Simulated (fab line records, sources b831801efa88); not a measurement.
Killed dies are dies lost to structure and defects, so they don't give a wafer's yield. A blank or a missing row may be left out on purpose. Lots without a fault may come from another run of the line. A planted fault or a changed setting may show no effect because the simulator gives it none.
One fault seen from 2 desks | flow gf180mcu | each desk has only its own numbers; what lay behind them comes last

THE TOOL OWNER'S DESK: pvd_sputter-04
The tool's own readings at GF_M3_SPUTTER_04 (material TiN, target thk 50 nm, time 41.7 s): means of the sampled wafers that have a number, for each lot that ran on this tool. A lot is out of limits, marked OUT, if its mean lies more than 4 standard deviations from the usual mean; the brackets give that distance.
Columns: A = cathode_dc_power_W at GF_M3_SPUTTER_04, usual 6500.1 W; B = throttle_valve_pct at GF_M3_SPUTTER_04, usual 30.1 %
lot  | first seen here | A                        | B
L353 | day 24 09:13    | 6499.4                   | 30.1
L359 | day 26 04:20    | 6338.9 (-99 or more) OUT | 30.3
L361 | day 26 20:17    | 6339.6 (-99 or more) OUT | 30.7
This desk's finding: out of limits on L359, L361; first on L359, day 26 04:20 (cathode_dc_power_W at GF_M3_SPUTTER_04). In limits: L353.

THE METROLOGY DESK
What the gauges read, lot by lot, whatever tool the lot ran on: means of the sampled wafers that have a number. A lot is out of limits, marked OUT, if its mean lies more than 4 standard deviations from the usual mean; the brackets give that distance. Of its 9 readings 7 are shown: those that lie furthest out on some lot.
Columns: A = V2_W_RS at GF_V2_RS_MEAS_24, usual 0.328 ohm/sq; B = V2_W_THK at GF_V2_THK_MEAS_25, usual 365 nm; C = M3_ALCU_RS at GF_M3_RS_MEAS_05, usual 0.0694 ohm/sq; D = cd_nm at GF_M3_CD_MEAS_14, usual 279.9 nm; E = M3_OVL at GF_M3_OVL_MEAS_15, usual 0 nm; F = V3_CVD_00_THK at GF_V3_THK_MEAS_01, usual 600 nm; G = V3_BOW at GF_V3_BOW_MEAS_05, usual 117 um
lot  | first seen here | A     | B   | C      | D     | E  | F   | G
L349 | day 23 02:06    | 0.321 | 367 | 0.0701 | 280.1 | -3 | 610 | 116
L353 | day 24 08:33    | 0.326 | 371 | 0.0691 | 281.0 | 9  | 611 | 117
L359 | day 26 03:42    | 0.326 | 372 | 0.0689 | 279.8 | 2  | 602 | 122
L361 | day 26 19:39    | 0.324 | 365 | 0.0687 | 281.2 | -3 | 600 | 106
L365 | day 27 20:45    | 0.332 | 362 | 0.0696 | 278.7 | -6 | 603 | 119
L366 | day 27 21:53    | 0.324 | 371 | 0.0696 | 278.2 | 2  | 605 | 112
This desk's finding: nothing out of limits on any of the 6 lots.

PUT TOGETHER
The tool owner's desk could have raised an alarm at day 26 04:20, on L359, L361.
The metrology desk saw nothing out of limits.
The metrology desk has L359, L361 on record, within its limits.
Of the lots named, all ran GF_M3_SPUTTER_04 on pvd_sputter-04.

WHAT THE SIMULATOR HAD PUT IN
Process parameter drift: pvd_sputter-04, from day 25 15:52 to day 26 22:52, at GF_M3_SPUTTER_04. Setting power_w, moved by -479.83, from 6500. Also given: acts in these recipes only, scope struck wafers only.
Lots struck among those shown: L359, L361.
Hours from the fault's start to each desk's first reading out of limits: the tool owner's desk, 12.
